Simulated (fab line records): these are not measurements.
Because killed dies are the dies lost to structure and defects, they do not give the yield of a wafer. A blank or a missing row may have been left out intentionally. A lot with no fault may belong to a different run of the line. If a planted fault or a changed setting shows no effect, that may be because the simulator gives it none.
One fault through the eyes of 2 desks | flow sky130 | every desk sees just its own numbers, and what lay behind them comes last

THE METROLOGY DESK
Means of the sampled wafers that have a number, per lot and without regard to the tool the lot ran on: this is what the gauges read. If a lot's mean is further than 4 standard deviations from the usual mean, the lot is out of limits and carries the mark OUT (the distance appears in the brackets).
Columns: A = CAP2M_CVD_00_THK at SKY_CAP2M_THK_MEAS_01, usual 15.60 nm; B = CAP2M_TIN_RS at SKY_CAP2M_RS_MEAS_03, usual 6.92 ohm/sq; C = CAP2M_TIN_THK at SKY_CAP2M_THK_MEAS_04, usual 200 nm; D = CAP2M_OVL at SKY_CAP2M_OVL_MEAS_12, usual 0.1 nm
lot  | first seen here | A     | B    | C   | D
L954 | day 39 08:29    | 15.81 | 7.10 | 195 | 0.6
L966 | day 43 00:27    | 15.73 | 6.88 | 201 | 0.5
L968 | day 43 13:43    | 15.62 | 6.82 | 203 | 1.3
L973 | day 45 08:01    | 15.67 | 6.96 | 198 | -1.2
L971 | day 45 09:39    | 15.62 | 6.97 | 200 | -0.7
L976 | day 45 14:13    | 15.59 | 7.07 | 196 | -0.7
This desk's verdict: no lot among the 6 shows anything out of limits.

FOR THE TOOL OWNER'S DESK: litho_track-01
Per lot that ran on this tool, the mean of the sampled wafers carrying a number, from the tool's own readings at SKY_CAP2M_SOFTBAKE_08 (time 60 s). If a lot's mean is further than 4 standard deviations from the usual mean, the lot is out of limits and carries the mark OUT (the distance appears in the brackets).
Columns: A = heater_power_total_W at SKY_CAP2M_SOFTBAKE_08, usual 56.60 W; B = plate_temp_C at SKY_CAP2M_SOFTBAKE_08, usual 90.03 C; C = resist_line_temp_C at SKY_CAP2M_SOFTBAKE_08, usual 22.98 C
lot  | first seen here | A               | B               | C
L966 | day 43 11:37    | 56.65           | 89.84           | 23.05
L973 | day 45 18:02    | 53.19 (-81) OUT | 86.23 (-32) OUT | 22.93
L971 | day 45 19:14    | 53.21 (-81) OUT | 86.14 (-32) OUT | 22.92
Finding of this desk: L971, L973 out of limits; the first was L973 at day 45 18:02, on heater_power_total_W at SKY_CAP2M_SOFTBAKE_08. L966: within limits.

BROUGHT TOGETHER
The tool owner's desk could have raised an alarm at day 45 18:02, on L971, L973.
Metrology desk: nothing out of limits seen.
The metrology desk holds a record of L971, L973, inside its limits.
Every lot named ran SKY_CAP2M_SOFTBAKE_08 on litho_track-01.

WHAT THE SIMULATOR HAD INSERTED
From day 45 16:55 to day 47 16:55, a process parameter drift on litho_track-01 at SKY_CAP2M_SOFTBAKE_08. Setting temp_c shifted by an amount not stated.
Struck lots among those shown: L971, L973.
Each desk's first reading out of limits, in hours after the fault started: the tool owner's desk, 1.
